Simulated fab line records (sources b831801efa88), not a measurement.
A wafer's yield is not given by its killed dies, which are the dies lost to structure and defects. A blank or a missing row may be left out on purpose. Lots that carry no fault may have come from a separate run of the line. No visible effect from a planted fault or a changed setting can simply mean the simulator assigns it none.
Which of the tools did it?    flow sky130    36 wafers from 12 lots sampled at 2 of the route's 708 steps

== WHAT THE GAUGES READ, wafer by wafer ==
SKY_METAL5_RS_MEAS_05: uses a four-point probe to measure.
lot   measured      on             METAL5_ALCU_RS (ohm/sq)
L378  day 42 13:47  film metro-03  0.0270 0.0268 0.0269
L379  day 42 20:52  film metro-03  0.0263 0.0265 0.0263
L380  day 43 23:30  film metro-02  0.0269 0.0269 0.0270
L382  day 44 02:11  film metro-02  0.0268 0.0269 0.0269
L383  day 44 05:09  film metro-03  0.0265 0.0266 0.0269
L388  day 45 12:43  film metro-03  0.0268 0.0268 0.0268
L390  day 45 20:35  film metro-02  0.0266 0.0266 0.0265
L391  day 46 12:32  film metro-03  0.0267 0.0270 0.0269
L394  day 47 06:05  film metro-03  0.0271 0.0271 0.0272
L395  day 47 14:24  film metro-04  0.0269 0.0269 0.0271
L401  day 49 06:29  film metro-04  0.0271 0.0270 0.0271
L400  day 49 09:43  film metro-04  0.0268 0.0270 0.0268

== WHAT TOOL EACH LOT RAN ON (gives the tool, then ch and the chambers of the sampled wafers, and finally the start) ==
lot   SKY_VIA3_CVD_21
L378  cvd w-02 ch 0,1, day 39 08:43
L379  cvd w-02 ch 0,1, day 39 18:43
L380  cvd w-02 ch 0,1, day 40 22:44
L382  cvd w-02 ch 0,1, day 41 00:35
L383  cvd w-01 ch 0, day 41 03:19
L388  cvd w-02 ch 0,1, day 42 12:55
L390  cvd w-02 ch 0,1, day 42 23:45
L391  cvd w-01 ch 0,1, day 43 13:08
L394  cvd w-01 ch 0,1, day 44 09:03
L395  cvd w-01 ch 0, day 44 15:18
L401  cvd w-02 ch 0,1, day 46 18:41
L400  cvd w-01 ch 0,1, day 46 22:30
- SKY_VIA3_CVD_21: deposits W, target thk 390 nm, time 117.31 s.

== AS READ BY THE TOOLS THEMSELVES (means over the sampled wafers that have a number; for cases with no such wafer, the mark the record gives instead) ==
SKY_VIA3_CVD_21.
lot   tool      heater power w (W)
L378  cvd w-02  729
L379  cvd w-02  728
L380  cvd w-02  744
L382  cvd w-02  734
L383  cvd w-01  799
L388  cvd w-02  750
L390  cvd w-02  734
L391  cvd w-01  881
L394  cvd w-01  880
L395  cvd w-01  815
L401  cvd w-02  751
L400  cvd w-01  882

== THE ANSWER, worked out from the rows above alone ==
Rule: the usual values come from the lots themselves. Put in order of their means at a reading, lots are off if they are a third of the lots or fewer, leave a main group of 4 or more, and stand apart from it by a gap of 3 or more times the standard deviation of the main group's means; of several such gaps the widest counts. A main group whose means are all the same, to the digits that the tables above print for the reading, isn't used. A lot without any number at a reading at which 4 lots or more have one is off too. Any other lot the step has rows for is counted as sound. After the gauges, taken in route order, come the tools' own readings; for these a lot's mean is taken, as printed above. The first step at which some lot is off is used, and at that step the reading that is off furthest; a lot without a number counts as furthest.
No lot is off at any reading shown: from this, nothing can be told.

== WHAT WAS PUT IN BY THE SIMULATOR ==
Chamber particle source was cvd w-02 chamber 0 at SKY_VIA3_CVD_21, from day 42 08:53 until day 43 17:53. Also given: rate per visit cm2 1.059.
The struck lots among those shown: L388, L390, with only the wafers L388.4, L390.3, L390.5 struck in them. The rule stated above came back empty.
